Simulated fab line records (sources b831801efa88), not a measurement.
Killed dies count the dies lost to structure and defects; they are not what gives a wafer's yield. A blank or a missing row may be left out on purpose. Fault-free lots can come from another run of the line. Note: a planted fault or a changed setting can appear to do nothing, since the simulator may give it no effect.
A struck lot beside a sound one ; flow sfq_line ; 14 steps out of a route of 325
Sound: the wafers L547.1, L547.3, L547.5. Struck: wafer L559.3. (L559.2, L559.4 of the same lot were not struck and are left out.) The cause comes at the end.
Per side, at each step with rows, come the tool, then ch with its chambers, and then its first start. Under that, the readings that differ: sound wafers ; struck wafers ; difference of the means ; sigmas: that difference in standard deviations of wafers without a fault.
alike: readings whose means differ by less than 2 such deviations, and words and numbers that are the same on both sides. not compared: withheld readings, readings that some wafer has no value for, bounds like >300 that may hide the same value, and numbers for which the record gives no deviation and whose values overlap.
A row with sigmas, a row that says differs or no value, or rows on one side alone: a step with any of these is where the two part. Numbers that have no deviation but don't overlap get no sigmas and don't part them. A reading missing from all wafers of one side parts the sides only when that side holds two or more wafers.

first, 2 steps without rows for these wafers: SFQ_TRILAYER_I1_VIA_STRIP_SOLV_CLEAN_054 (cleans in NMP, time 600 s); SFQ_TRILAYER_M2_DEP_PRE_CLEAN_056 (time 22.5 s).
SFQ_TRILAYER_M2_DEP_SPUTTER_055: material Nb, target thk 200 nm, time 133.3 s.
  sound: pvd_sputter-06 at day 25 05:11; struck: pvd_sputter-03 at day 30 02:00
  alike: cathode_dc_power_W, throttle_valve_pct
SFQ_M2_RS_MEAS_914: uses a four-point probe to measure.
  sound: film_metro-04 at day 25 05:17; struck: film_metro-02 at day 30 02:07
  alike: M2_NB_RS
then, 6 steps without rows for these wafers: SFQ_TRILAYER_M2_LITHO_COAT_062 (resist thk 62 nm); SFQ_TRILAYER_M2_LITHO_COAT_057 (resist thk 600 nm); SFQ_TRILAYER_M2_LITHO_SOFTBAKE_061; SFQ_TRILAYER_M2_LITHO_EXPOSE_058 (exposes mask M2, target cd 500 nm); SFQ_TRILAYER_M2_LITHO_PEB_060 (peb time 60 s); SFQ_TRILAYER_M2_LITHO_DEVELOP_059 (time 60 s).
-- the record jumps here: 6 days lie between the struck wafers' starts before and after --
SFQ_M2_OVL_MEAS_916:
  sound: overlay-01 at day 31 15:32; struck: overlay-02 at day 36 03:01
  alike: M2_OVL
SFQ_TRILAYER_M2_BARC_OPEN_METAL_ETCH_077: etches BARC in O2, target depth 125 nm, time 41.7 s.
  sound on rie_metal-01 ch 0,1, day 31 15:34; struck on rie_metal-01 ch 1, day 36 03:02
reading;sound;struck;difference;sigmas
oes_product_au (a.u.);0.682 0.688 0.688;0.803;+0.117;+27
run_length_s (s);70.12 70.35 70.52;63.08;-7.25;-29
model.KrF_of_TRILAYER_M2_LITHO_COAT_057.thk_nm (nm);520.5 519.9 520.6;532.7;+12.4;
  alike: drypump_motor_current_A
  not compared: bias_w, rf_hours_counter_h
SFQ_TRILAYER_M2_ETCH_METAL_ETCH_060: etches Nb in Cl2/Ar, stops on SiO2, target depth 240 nm, time 120 s.
  sound on rie_metal-01 ch 0,1, day 31 15:38; struck on rie_metal-01 ch 1, day 36 03:06
reading;sound;struck;difference;sigmas
model.KrF_of_TRILAYER_M2_LITHO_COAT_057.thk_nm (nm);377.5 377 381.6;394.4;+15.7;
  alike: bias_w, drypump_motor_current_A, oes_product_au, run_length_s
  not compared: rf_hours_counter_h
SFQ_TRILAYER_M2_STRIP_STRIP_061: strips in O2.
  sound on rie_metal-01 ch 0,1, day 31 15:45; struck on rie_metal-01 ch 1, day 36 03:13
  alike: drypump_motor_current_A, oes_product_au
  not compared: rf_hours_counter_h

WHERE THEY PART
Only at SFQ_TRILAYER_M2_BARC_OPEN_METAL_ETCH_077, within this record. Later steps at which nothing parts them and some readings are alike: SFQ_TRILAYER_M2_ETCH_METAL_ETCH_060, SFQ_TRILAYER_M2_STRIP_STRIP_061.

WHY: the cause the simulator had injected
rie_metal-01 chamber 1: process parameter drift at SFQ_TRILAYER_M2_BARC_OPEN_METAL_ETCH_077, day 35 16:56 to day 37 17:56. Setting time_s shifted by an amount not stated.
